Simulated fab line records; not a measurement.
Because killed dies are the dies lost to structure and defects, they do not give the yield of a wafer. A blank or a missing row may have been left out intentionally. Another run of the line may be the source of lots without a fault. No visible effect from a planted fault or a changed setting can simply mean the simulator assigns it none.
Problem report in the 8D (eight disciplines) form, filled by code + flow sky130 + the parts of the form that need people (team, actions taken, sign-off) are left out

## 1. THE PROBLEM
Wafers without a fault read 100.02 C, standard deviation 0.11; plateTempC at SKY_LI_CONTACT_SOFTBAKE_08 reads a mean of 95.59 C on 6 wafers belonging to 2 lots. Relative to the usual mean, that is a shift of -40 standard deviations.
The step: time 90 s.
First observed at day 34 08:00: wafer L229.2, on lithoTrack-04. The record has a number at this step for 39 wafers belonging to 13 lots. By rule, "out" or "out of limits" means more than 4 standard deviations away from the usual mean. All remaining wafers that have a number are taken as sound.

## 2. WHAT IT IS; WHAT IT IS NOT
| question                    | is                            | is not                                                                                 |
|-----------------------------|-------------------------------|----------------------------------------------------------------------------------------|
| which readings at this step | plateTempC, heaterPowerTotalW | -                                                                                      |
| which lots                  | L229, L231                    | L214, L215, L216, L217, L219, L221, L228, L232, L234, L236, L237                       |
| which wafers of those lots  | all that have a number        | -                                                                                      |
| read on which tools         | lithoTrack-04                 | lithoTrack-01, lithoTrack-03                                                           |
| when                        | from day 34 08:00             | up to then (21 sound wafers); but 12 sound wafers of L232, L234, L236, L237 came after |

## 3. THE SUSPECTS, EACH WITH WHAT RULES IT OUT
Counting: a tool stays on the suspect list if, at a process step up to the reading, it processed all lots that are out and no sound lot following the first of them.
- lithoTrack-04 at SKY_LI_CONTACT_SOFTBAKE_08 (time 90 s): kept. It processed each lot that is out, first L229 at day 34 08:00, and no sound lot thereafter; up to then, the last sound lot it processed was L219 at day 30 22:00. Its own readings are out on those wafers: heaterPowerTotalW, plateTempC.
Left after counting: lithoTrack-04 at SKY_LI_CONTACT_SOFTBAKE_08.

## 4. THE CAUSE (what the simulator had put in)
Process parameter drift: lithoTrack-04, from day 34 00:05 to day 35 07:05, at SKY_LI_CONTACT_SOFTBAKE_08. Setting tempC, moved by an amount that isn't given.
Only this tool survived the counting.

## 5. THE EFFECT CHAIN, in route order
Each row: a reading whose mean over the struck wafers that have a number lies more than 3 standard deviations from the usual. Only readings whose record carries a usual standard deviation are examined. hours: median over the lots of the time between each lot's start at the first step of this table that gives one and its start at this step. sigmas: the change, counted in usual standard deviations.
| hours | step                       | reading           | usual    | on struck wafers | change | sigmas |
|-------|----------------------------|-------------------|----------|------------------|--------|--------|
| 0     | SKY_LI_CONTACT_SOFTBAKE_08 | heaterPowerTotalW | 57.36 W  | 53.88            | -3.48  | -32    |
| 0     | SKY_LI_CONTACT_SOFTBAKE_08 | plateTempC        | 100.02 C | 95.59            | -4.43  | -40    |
Process steps it contains:
- SKY_LI_CONTACT_SOFTBAKE_08: time 90 s.
Later steps that measure or inspect, where all struck wafers having a row at the step show a number for every such reading and not one has moved that far: SKY_LI_CONTACT_CD_MEAS_12.

## 6. HOW IT WOULD HAVE BEEN CAUGHT EARLIER
First out-of-limits reading in this record: day 34 08:00, which is 8 hours after fault onset at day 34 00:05.
